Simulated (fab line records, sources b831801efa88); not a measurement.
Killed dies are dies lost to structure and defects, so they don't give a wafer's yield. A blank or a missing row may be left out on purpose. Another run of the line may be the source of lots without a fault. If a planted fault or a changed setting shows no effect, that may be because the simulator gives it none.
fab line records	flow sfq_line
record lots=6	wafers=18	last_day=91
route steps=325 shown M7@292 I7@296
lots that met no fault: from a run of the same line without faults
start_h: start of the lot's first displayed wafer, in hours after the record's first day	wait_h: hours elapsed since this lot's preceding step	" same as the row above	L1.1+2: one row covering several wafers at once	- value missing, or start not given	* or withheld: withheld	< > ~ a bound
route shown NAME@n: names a module that has steps shown in the file, with the first one's number in the route	usual: the fault-free wafers' mean and standard deviation	same: alike in all rows	chamber/n: place in a boat	sites: per-site readings	_std_site: the values' standard deviation	_edge_site: inner sites' mean taken away from outer sites' mean	radius_mm: how far each site lies from the wafer's centre	mask NAME#n: copy n	behind: the tool/chamber that last shaped the wafer	hold: what put the lot on hold/how long, in hours/how the hold closed	device: whichever transistor did not switch (one of n, p or np)	end of line: tests run on the same wafers once the route is complete	step lacking rows: just its recipe	killed: dies lost to structure and defects at the first sort, not the wafer's yield	map: a wafer's dies, marking killed ones x, the rest . and places with no die _
set.NAME: setting as actually run; set.NAME@STEP: the setting as run at that earlier step	model.NAME: the simulator's own value behind a step, which no gauge read
lots at some steps of the route; a table a step, a row a wafer
services: when a tool's chamber went out of use (start_h, in hours from the record's first day, below 0 if earlier), for how many hours, and the reason
## steps
# step SFQ_TRILAYER_M7_BARC_OPEN_METAL_ETCH_229
# recipe mask_material=PR	chemistry=O2	target_depth_nm=125	target=BARC	icp_w=600	bias_w=80	pressure_mtorr=10	time_s=41.7
# usual drypump_motor_current_A=5.3/0.37	oes_product_au=0.686/0.0043
# same time_s=41.7
lot.wafer	tool	chamber	start_h	wait_h	drypump_motor_current_A	oes_product_au	rf_hours_counter_h
L473.1	rie_metal-04	0	1946.64	0.0	5.0	0.689	131
L473.2	"	1	"	"	5.3	0.683	89
L473.5	"	1	"	"	5.3	0.685	-
L474.1	rie_metal-01	1	1950.24	0.0	5.4	0.683	38
L474.5	"	1	"	"	5.4	0.679	-
L474.6	"	0	"	"	5.8	0.685	-
L484.1	rie_metal-02	0	2066.69	0.0	5.7	0.691	105
L484.2	"	1	"	"	4.7	0.686	109
L484.5	"	0	"	"	5.7	0.684	-
L485.1	rie_metal-02	0	2070.29	0.0	5.7	0.678	105
L485.4	"	1	"	"	4.7	0.697	-
L485.6	"	1	"	"	4.7	0.685	-
L489.1	rie_metal-02	1	2088.29	0.0	4.7	0.682	112
L489.3	"	0	"	"	5.7	0.679	-
L489.4	"	1	"	"	4.7	0.682	-
L490.1	rie_metal-02	0	2090.69	0.0	5.7	0.679	109
L490.2	"	1	"	"	4.7	0.685	112
L490.5	"	0	"	"	5.7	0.679	-
# step SFQ_TRILAYER_M7_ETCH_METAL_ETCH_180
# recipe target=Nb	stop_on=SiO2	mask_material=PR	chemistry=Cl2/Ar	target_depth_nm=240	icp_w=600	bias_w=80	pressure_mtorr=10	time_s=120
# usual drypump_motor_current_A=5.3/0.38	oes_product_au=0.894/0.0077
# same time_s=120
lot.wafer	tool	chamber	start_h	wait_h	drypump_motor_current_A	oes_product_au	rf_hours_counter_h
L473.1	rie_metal-04	0	1946.70	0.0	5.0	0.910	131
L473.2	"	1	"	"	5.3	0.909	89
L473.5	"	1	"	"	5.3	0.918	-
L474.1	rie_metal-01	1	1950.30	0.0	5.4	0.884	38
L474.5	"	1	"	"	5.4	0.886	-
L474.6	"	0	"	"	5.9	0.881	-
L484.1	rie_metal-02	0	2066.75	0.0	5.7	0.901	105
L484.2	"	1	"	"	4.7	0.902	109
L484.5	"	0	"	"	5.7	0.903	-
L485.1	rie_metal-02	0	2070.35	0.0	5.7	0.895	106
L485.4	"	1	"	"	4.7	0.897	-
L485.6	"	1	"	"	4.7	0.900	-
L489.1	rie_metal-02	1	2088.35	0.0	4.7	0.888	112
L489.3	"	0	"	"	5.6	0.883	-
L489.4	"	1	"	"	4.7	0.888	-
L490.1	rie_metal-02	0	2090.75	0.0	5.7	0.884	109
L490.2	"	1	"	"	4.7	0.884	113
L490.5	"	0	"	"	5.7	0.881	-
# step SFQ_TRILAYER_M7_STRIP_STRIP_181
# recipe gas=O2	power_w=200	platen_temp_c=40	overash_fraction=0.65	chemistry=O2	pressure_mtorr=50
# usual drypump_motor_current_A=5.3/0.37	oes_product_au=0.997/0.012
lot.wafer	tool	chamber	start_h	wait_h	drypump_motor_current_A	oes_product_au	rf_hours_counter_h
L473.1	rie_metal-04	0	1946.82	0.1	5.1	0.995	131
L473.2	"	1	"	"	5.3	0.976	89
L473.5	"	1	"	"	5.4	0.983	-
L474.1	rie_metal-01	1	1950.42	0.1	5.4	0.990	38
L474.5	"	1	"	"	5.4	0.997	-
L474.6	"	0	"	"	5.8	0.978	-
L484.1	rie_metal-02	0	2066.87	0.1	5.7	0.999	105
L484.2	"	1	"	"	4.7	1.016	109
L484.5	"	0	"	"	5.7	0.997	-
L485.1	rie_metal-02	0	2070.47	0.1	5.7	0.996	106
L485.4	"	1	"	"	4.7	1.006	-
L485.6	"	1	"	"	4.7	1.006	-
L489.1	rie_metal-02	1	2088.47	0.1	4.7	1.021	112
L489.3	"	0	"	"	5.6	1.011	-
L489.4	"	1	"	"	4.7	1.018	-
L490.1	rie_metal-02	0	2090.87	0.1	5.7	1.000	109
L490.2	"	1	"	"	4.7	1.014	113
L490.5	"	0	"	"	5.7	1.002	-
# step SFQ_TRILAYER_M7_STRIP_SOLV_CLEAN_182
# recipe chemistry=NMP	temp_c=70	time_s=600
# step SFQ_TRILAYER_I7_DEP_PECVD_183
# recipe material=SiO2	temp_c=150	time_s=111.11	pressure_torr=2.4	rf_w=183.3	precursor=SiH4/N2O	target_thk_nm=500
# usual heater_power_w=88/16	throttle_valve_pct=25.4/1.3
# same time_s=111.11
lot.wafer	tool	chamber	start_h	wait_h	heater_power_w	throttle_valve_pct
L473.1	pecvd-02	2	1947.60	0.0	56	24.7
L473.2	"	1	"	"	70	25.7
L473.5	"	2	"	"	60	24.5
L474.1	pecvd-03	0	1951.20	0.0	109	27.0
L474.5	"	2	"	"	89	26.4
L474.6	"	0	"	"	94	26.8
L484.1	pecvd-03	0	2067.65	0.0	97	27.0
L484.2	"	1	"	"	106	23.6
L484.5	"	0	"	"	102	26.6
L485.1	pecvd-01	2	2071.25	0.0	104	24.5
L485.4	"	0	"	"	83	23.8
L485.6	"	2	"	"	109	24.7
L489.1	pecvd-03	0	2089.25	0.0	103	27.1
L489.3	"	2	"	"	86	25.9
L489.4	"	2	"	"	90	26.2
L490.1	pecvd-01	0	2091.65	0.0	79	23.7
L490.2	"	2	"	"	109	24.5
L490.5	"	0	"	"	82	23.6
# step SFQ_TRILAYER_I7_CMP_CMP_184
# recipe material=SiO2	down_force_psi=3	platen_rpm=60	pad_velocity_m_s=0.94248
# step SFQ_I7_BOW_MEAS_946
# recipe mode=bow
# usual I7_BOW=6/10
lot.wafer	tool	chamber	start_h	wait_h	I7_BOW[um]
L473.1	film_metro-02	-	1951.28	1.5	1
L473.2	"	-	"	"	16
L473.5	"	-	"	"	16
L474.1	film_metro-04	-	1954.32	1.0	14
L474.5	"	-	"	"	-4
L474.6	"	-	"	"	15
L484.1	film_metro-01	-	2070.73	1.0	6
L484.2	"	-	"	"	-1
L484.5	"	-	"	"	-5
L485.1	film_metro-02	-	2074.33	1.5	11
L485.4	"	-	"	"	14
L485.6	"	-	"	"	21
L489.1	film_metro-01	-	2092.33	1.5	4
L489.3	"	-	"	"	11
L489.4	"	-	"	"	4
L490.1	film_metro-04	-	2095.33	1.0	5
L490.2	"	-	"	"	19
L490.5	"	-	"	"	2
# step SFQ_TRILAYER_I7_METRO_MEASURE_185
# usual thk_nm=200.2/1.1
lot.wafer	tool	chamber	start_h	wait_h	thk_nm
L473.1	film_metro-02	-	1951.40	0.1	202.5
L473.2	"	-	"	"	200.3
L473.5	"	-	"	"	200.6
L474.1	film_metro-04	-	1954.44	0.1	200.5
L474.5	"	-	"	"	201.1
L474.6	"	-	"	"	200.0
L484.1	film_metro-01	-	2070.85	0.1	202.0
L484.2	"	-	"	"	201.8
L484.5	"	-	"	"	200.9
L485.1	film_metro-02	-	2074.45	0.1	201.9
L485.4	"	-	"	"	201.0
L485.6	"	-	"	"	200.7
L489.1	film_metro-01	-	2092.45	0.1	202.1
L489.3	"	-	"	"	201.5
L489.4	"	-	"	"	202.2
L490.1	film_metro-04	-	2095.45	0.1	200.4
L490.2	"	-	"	"	199.8
L490.5	"	-	"	"	200.2
# step SFQ_TRILAYER_I7_VIA_LITHO_COAT_192
# recipe resist=BARC	spin_rpm=3000	resist_thk_nm=62
# step SFQ_TRILAYER_I7_VIA_LITHO_COAT_187
# recipe resist=KrF	spin_rpm=3000	resist_thk_nm=650
# step SFQ_TRILAYER_I7_VIA_LITHO_SOFTBAKE_191
# recipe temp_c=withheld	time_s=withheld	resist=KrF
# step SFQ_TRILAYER_I7_VIA_LITHO_EXPOSE_188
# recipe mask_id=I7	na=0.6	source_shape=conventional	sigma_outer=0.65	target_cd_nm=1000	dose_mj=21.3
# step SFQ_TRILAYER_I7_VIA_LITHO_PEB_190
# recipe peb_temp_c=115	peb_time_s=60	resist=KrF
# usual chill_plate_temp_C=23.01/0.1	exhaust_pa=45.0/0.84
lot.wafer	tool	chamber	start_h	wait_h	chill_plate_temp_C	exhaust_pa
L473.1	litho_track-02	0	1954.55	1.0	23.06	45.0
L473.2	"	0	"	"	22.99	45.1
L473.5	"	0	"	"	23.07	43.9
L474.1	litho_track-04	0	1957.59	1.0	23.03	44.3
L474.5	"	0	"	"	23.22	45.0
L474.6	"	0	"	"	23.14	44.7
L484.1	litho_track-02	-	2074.00	1.0	-	-
L484.2	"	-	"	"	-	-
L484.5	"	-	"	"	-	-
L485.1	litho_track-02	-	2077.60	1.0	-	-
L485.4	"	-	"	"	-	-
L485.6	"	-	"	"	-	-
L489.1	litho_track-04	0	2095.60	1.0	23.03	46.2
L489.3	"	0	"	"	22.97	46.1
L489.4	"	0	"	"	23.13	46.1
L490.1	litho_track-01	0	2098.60	1.0	22.91	45.4
L490.2	"	0	"	"	22.85	44.0
L490.5	"	0	"	"	22.94	45.1
# step SFQ_TRILAYER_I7_VIA_LITHO_DEVELOP_189
# recipe time_s=60	resist=KrF
## services
tool	chamber	start_h	hours	kind
film_metro-04	-	1929.57	6.9	repair
film_metro-04	-	1939.03	3.3	pm
film_metro-02	-	1948.92	1.8	pm
pecvd-03	1	1950.20	10.1	repair
film_metro-02	-	1950.85	0.3	pm
film_metro-01	-	1974.56	1.7	pm
film_metro-02	-	1977.43	0.7	pm
rie_metal-01	-	1977.70	1.4	pm
rie_metal-04	0	1979.66	8.0	repair
film_metro-01	-	1984.36	0.7	pm
film_metro-02	-	1985.87	5.2	pm
pecvd-01	-	1991.37	3.3	repair
rie_metal-04	0	1997.42	15.0	repair
film_metro-04	-	2008.16	0.1	pm
rie_metal-02	-	2012.62	0.6	repair
rie_metal-04	0	2013.15	-	clean
rie_metal-04	0	2013.15	-	consumable_replace:esc
pecvd-03	-	2016.32	1.7	repair
film_metro-02	-	2016.97	1.0	pm
rie_metal-02	-	2017.25	2.8	pm
pecvd-02	-	2027.59	0.8	repair
pecvd-01	-	2055.75	14.0	pm
pecvd-01	-	2059.74	0.3	repair
film_metro-04	-	2092.60	0.4	pm
## key
first_sign step=SFQ_TRILAYER_I7_VIA_LITHO_PEB_190	reading=tool_record	direction=missing
effect none on later readings
met_at SFQ_TRILAYER_I7_VIA_LITHO_PEB_190
struck_wafers L484.1,L484.2,L484.5,L485.1,L485.4,L485.6
onset_between 1954.55 2074.00
fault kind=skipped_step_whole	tool=litho_track-02	chamber=-	onset_h=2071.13	steps=SFQ_TRILAYER_I7_VIA_LITHO_PEB_190	scope=struck_lots_only
